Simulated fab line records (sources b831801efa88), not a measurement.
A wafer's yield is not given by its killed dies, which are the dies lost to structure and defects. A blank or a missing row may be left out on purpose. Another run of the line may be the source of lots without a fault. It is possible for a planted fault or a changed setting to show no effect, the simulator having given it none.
Split-lot study    flow sfqLine    on a route of 325 steps: 5 lots, 23 wafers read

== THE SPLIT ITSELF ==
At SFQ_TRILAYER_I1_VIA_BARC_OPEN_VIA_ETCH_071 (etches BARC in O2, target depth 125 nm, time 41.7 s), the setting timeS was moved away from the recipe's 41.7 s on 6 of the 23 wafers read, by -11.7% to +13.7%. This setting was run at the recipe's value on the other wafers.

No step appears in the file between the split and the reading.

== THE READING ==
KrF_of_TRILAYER_I1_VIA_LITHO_COAT_049.thkNm (the simulator's own value, which no gauge read), in nm, at SFQ_TRILAYER_I1_VIA_ETCH_VIA_ETCH_052 (etches SiO2 in CHF3, stops on Nb, target depth 260 nm). There is no usual value for it anywhere in the file. Across the 17 wafers here that went through the recipe, the average is 526.8 nm and the standard deviation 1.6 nm.

wafer   tool, chamber at the split  timeS as run, s  against the recipe  KrF_of_TRILAYER_I1_VIA_LITHO_COAT_049.thkNm, nm  against lot-mates on the recipe
L074.1  rieDiel-02, 2               41.7             recipe              528.5                                            -
L074.2  rieDiel-02, 0               41.7             recipe              526.7                                            -
L074.5  rieDiel-02, 2               41.7             recipe              528.1                                            -
L075.2  rieDiel-04, 3               41.7             recipe              527.7                                            -
L075.3  rieDiel-04, 1               41.7             recipe              528.3                                            -
L075.4  rieDiel-04, 2               41.7             recipe              525.9                                            -
L075.5  rieDiel-04, 1               41.7             recipe              526.7                                            -
L075.6  rieDiel-04, 0               41.7             recipe              523.5                                            -
L076.1  rieDiel-02, 0               47.43            +13.7%              518.3                                            -9.2
L076.2  rieDiel-02, 2               41.7             recipe              526.4                                            -
L076.3  rieDiel-02, 3               41.7             recipe              528.5                                            -
L076.4  rieDiel-02, 0               47.43            +13.7%              519.7                                            -7.8
L076.6  rieDiel-02, 2               47.43            +13.7%              518.7                                            -8.8
L083.1  rieDiel-03, 0               41.7             recipe              526.2                                            -
L083.2  rieDiel-03, 3               41.7             recipe              523.7                                            -
L083.4  rieDiel-03, 1               41.7             recipe              527.8                                            -
L083.5  rieDiel-03, 0               41.7             recipe              527.6                                            -
L083.6  rieDiel-03, 3               41.7             recipe              524.4                                            -
L084.1  rieDiel-04, 2               41.7             recipe              528.8                                            -
L084.2  rieDiel-04, 3               36.83            -11.7%              536.2                                            +8.2
L084.3  rieDiel-04, 1               36.83            -11.7%              532.8                                            +4.8
L084.4  rieDiel-04, 0               41.7             recipe              527.2                                            -
L084.5  rieDiel-04, 1               36.83            -11.7%              534.1                                            +6.1

FIT RESULTS
A straight line over all 23 wafers: KrF_of_TRILAYER_I1_VIA_LITHO_COAT_049.thkNm changes by -0.606 nm for each +1% of timeS; r = -0.93; the points scatter about the line by 1.6 nm.
The same after taking each lot's own level away (the mean of its wafers on the recipe; 23 wafers): -0.589 nm for each +1%; r = -0.94; scatter 1.4 nm.
Per that fit: largest timeS move, reading shift of 8.1 nm.
Across the lots, their own levels run from 525.94 to 528.00 nm, a range of 1.3 times the standard deviation given above.
Hence the lot-to-lot level has little effect on the slope; both slopes agree.
Check: with one of the wafers moved furthest among these (+13.7%) left out of the fit, the line predicts -7.94 nm for it against its lot-mates. Against them it came out at -9.15 nm.

== FURTHER SPLITS ON THESE WAFERS ==
Other splits were also applied to these wafers ahead of the reading. Each is held against what the fit with the lots' levels taken away leaves over:
other split on the same wafers               wafers away from the commonest value  r with KrF_of_TRILAYER_I1_VIA_LITHO_COAT_049.thkNm (lot level and that fit taken away)
SFQ_TRILAYER_M1_LITHO_PEB_042 pebTimeS       7                                     -0.02
SFQ_TRILAYER_I1_DEP_PECVD_045 rfW            11                                    -0.02
SFQ_TRILAYER_I1_CMP_CMP_046 leaveAboveRefNm  5                                     -0.02

== THE WHOLE CHAIN: every reading that the file lists as answering this split, in the file's order ==
step                                        what it does                                           reading                                                                                       change (the file's fit)                r (the file's)
SFQ_TRILAYER_I1_VIA_BARC_OPEN_VIA_ETCH_071  etches BARC in O2, target depth 125 nm, time 41.7 s    KrF_of_TRILAYER_I1_VIA_LITHO_COAT_049.thkNm (the simulator's own value, which no gauge read)  -0.544 nm for each +1% of the setting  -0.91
SFQ_TRILAYER_I1_VIA_ETCH_VIA_ETCH_052       etches SiO2 in CHF3, stops on Nb, target depth 260 nm  KrF_of_TRILAYER_I1_VIA_LITHO_COAT_049.thkNm (the simulator's own value, which no gauge read)  -0.592 nm for each +1% of the setting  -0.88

== THE FILE'S OWN FIT ==
KrF_of_TRILAYER_I1_VIA_LITHO_COAT_049.thkNm changes by -0.592 nm for each +1% of timeS, r = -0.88.
